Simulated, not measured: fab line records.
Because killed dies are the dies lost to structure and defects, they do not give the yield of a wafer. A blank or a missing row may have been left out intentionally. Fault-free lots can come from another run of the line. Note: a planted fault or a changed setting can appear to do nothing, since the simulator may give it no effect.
Split-lot experiment	flow sky130	5 lots, 23 wafers read, on a route of 708 steps

SPLIT DETAILS
At SKY_LDD_LDN_IMPLANT_08, the setting energy-kev was moved away from the recipe's 15 on 10 of the 23 wafers read, by -4.9% to +5.9%. The other wafers ran this setting at the recipe's value.

The split's own step is where the reading is taken.

THE READING
The simulator's own value implant.drp-nm, read by no gauge, in nm at SKY_LDD_LDN_IMPLANT_08. The file gives no usual value for it.

wafer	tool, chamber at the split	energy-kev as run	against the recipe	implant.drp-nm, nm	against lot-mates on the recipe
L074.1	implanter-01, 0	15	recipe	5.933	-
L074.4	implanter-01, 0	15	recipe	5.933	-
L074.6	implanter-01, 0	15	recipe	5.933	-
L077.1	implanter-01, 0	15	recipe	5.933	-
L077.3	implanter-01, 0	15	recipe	5.933	-
L077.4	implanter-01, 0	15	recipe	5.933	-
L077.2	implanter-01, 0	15.89	+5.9%	6.167	+0.234
L077.5	implanter-01, 0	15.89	+5.9%	6.167	+0.234
L081.1	implanter-03, 0	15	recipe	5.933	-
L081.2	implanter-03, 0	15	recipe	5.933	-
L081.4	implanter-03, 0	15	recipe	5.933	-
L081.5	implanter-03, 0	15.27	+1.8%	6.005	+0.072
L081.6	implanter-03, 0	15.27	+1.8%	6.005	+0.072
L082.1	implanter-02, 0	14.65	-2.3%	5.837	-0.096
L082.2	implanter-02, 0	14.65	-2.3%	5.837	-0.096
L082.6	implanter-02, 0	14.65	-2.3%	5.837	-0.096
L082.3	implanter-02, 0	15	recipe	5.933	-
L082.4	implanter-02, 0	15	recipe	5.933	-
L084.1	implanter-02, 0	15	recipe	5.933	-
L084.4	implanter-02, 0	15	recipe	5.933	-
L084.3	implanter-02, 0	14.26	-4.9%	5.729	-0.204
L084.5	implanter-02, 0	14.26	-4.9%	5.729	-0.204
L084.6	implanter-02, 0	14.26	-4.9%	5.729	-0.204

THE FIT
A straight line over all 23 wafers: implant.drp-nm changes by +0.0404 nm for each +1% of energy-kev; r = +1.00; the points scatter about the line by 0.0021 nm.
The same after taking each lot's own level away (the mean of its wafers on the recipe; 23 wafers): +0.0404 nm for each +1%; r = +1.00; scatter 0.0021 nm.
Per that fit: largest energy-kev move, reading shift of 0.24 nm.
The lots' own levels span 5.9330 to 5.9330 nm.
Hence the lot-to-lot level has little effect on the slope; both slopes agree.
Check: +0.24 nm against its lot-mates is what the line predicts for one of the wafers moved furthest among these (+5.9%) when that wafer is left out of the fit. It came out at +0.234 nm against them.

FURTHER SPLITS ON THESE WAFERS
Before the reading, these wafers also passed through other splits. Each is held against what the fit with the lots' levels taken away leaves over:
other split on the same wafers	wafers away from the commonest value	r with implant.drp-nm (lot level and that fit taken away)
SKY_LDD_P_COAT_02 resist-thk-nm	10	+0.05
SKY_LDD_P_DEVELOP_06 develop-time-s	8	-0.05
SKY_LDD_HVN_IMPLANT_08 dose-cm2	7	-0.27
SKY_LDD_HVP_COAT_02 spin-rpm	8	-0.24
SKY_LDD_LDN_COAT_02 resist-thk-nm	10	+0.10

THE WHOLE CHAIN: every reading that the file lists as answering this split, in the file's order
step	what it does	reading	change (the file's fit)	r (the file's)
SKY_LDD_LDN_IMPLANT_08		implant.rp-nm (the simulator's own value, which no gauge read)	not straight: 12.92 at the lowest setting, 12.87 at the recipe, 13.37 at the highest	not given
SKY_LDD_LDN_IMPLANT_08		implant.drp-nm (the simulator's own value, which no gauge read)	+0.0402 nm for each +1% of the setting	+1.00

THE FILE'S OWN FIT
implant.drp-nm changes by +0.0402 nm for each +1% of energy-kev, r = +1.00.
